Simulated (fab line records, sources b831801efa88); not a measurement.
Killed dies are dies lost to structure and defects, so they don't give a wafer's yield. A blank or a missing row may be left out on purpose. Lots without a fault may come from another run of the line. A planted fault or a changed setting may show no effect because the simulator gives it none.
Problem report in the 8D (eight disciplines) form, filled by code | flow sky130 | the parts of the form that need people (team, actions taken, sign-off) are left out

1. THE PROBLEM
plate_temp_C at SKY_NWELL_SOFTBAKE_19 reads a mean of 113.04 C on 6 wafers of 2 lots; wafers without a fault read 110.00 C with a standard deviation of 0.16. That is +19 standard deviations from the usual mean.
First seen on wafer L133.2, day 6 09:31, on litho_track-01. The record holds 36 wafers of 12 lots with a number at this step. Rule for "out", or "out of limits": more than 4 standard deviations from the usual mean. The other wafers with a number count as sound.

2. WHAT IT IS AND WHAT IT IS NOT
question                    | is                                 | is not
which readings at this step | plate_temp_C, heater_power_total_W | -
which lots                  | L133, L137                         | L127, L128, L129, L130, L140, L141, L147, L148, L149, L150
which wafers of those lots  | all that have a number             | -
read on which tools         | litho_track-01                     | litho_track-02, litho_track-04
when                        | from day 6 09:31                   | up to then (12 sound wafers); but 18 sound wafers of L140, L141, L147, L148, L149, L150 came after

3. SUSPECTS, AND WHAT RULES EACH OUT
Counting: a tool at a process step up to the reading stays a suspect if it ran every lot that is out and no sound lot after the first of them.
- litho_track-01 at SKY_NWELL_SOFTBAKE_19: ruled out as a lasting fault. Sound lots L147, L149, L150 ran on it after its first lot that is out, L133 (day 6 09:31).
Left after counting: nothing in the record.

4. THE CAUSE (what the simulator had put in)
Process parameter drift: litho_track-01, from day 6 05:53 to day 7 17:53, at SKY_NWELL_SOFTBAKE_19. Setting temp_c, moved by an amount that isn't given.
Counting ruled it out, wrongly.

5. THE CHAIN OF EFFECTS, in route order
Each row: a reading whose mean over the struck wafers that have a number lies more than 3 standard deviations from the usual. Only readings for which the record gives a usual standard deviation are gone through. hours: the time from each lot's start at the first step in this table that gives one to its start at this step, as a median over the lots. sigmas: the change in usual standard deviations.
hours | step                  | reading                  | usual    | on struck wafers | change | sigmas
0     | SKY_NWELL_SOFTBAKE_19 | heater_power_total_W     | 65.33 W  | 67.75            | +2.42  | +17
0     | SKY_NWELL_SOFTBAKE_19 | plate_temp_C             | 110.00 C | 113.04           | +3.04  | +19
10    | SKY_NWELL_STRIP_25    | strip_time_to_endpoint_s | 36.92 s  | 36.63            | -0.29  | -3.3
The process steps in it:
- SKY_NWELL_SOFTBAKE_19
- SKY_NWELL_STRIP_25: strips in O2/N2.
Later measuring or inspecting steps at which every struck wafer that the step has a row for has a number for every such reading, and none has moved that far: SKY_NWELL_RS_MEAS_29, SKY_LDD_HVN_TW_MEAS_10.

6. WHAT WOULD HAVE CAUGHT IT SOONER
In this record the first reading out of limits was taken at day 6 09:31, 4 hours after the fault began at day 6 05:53.
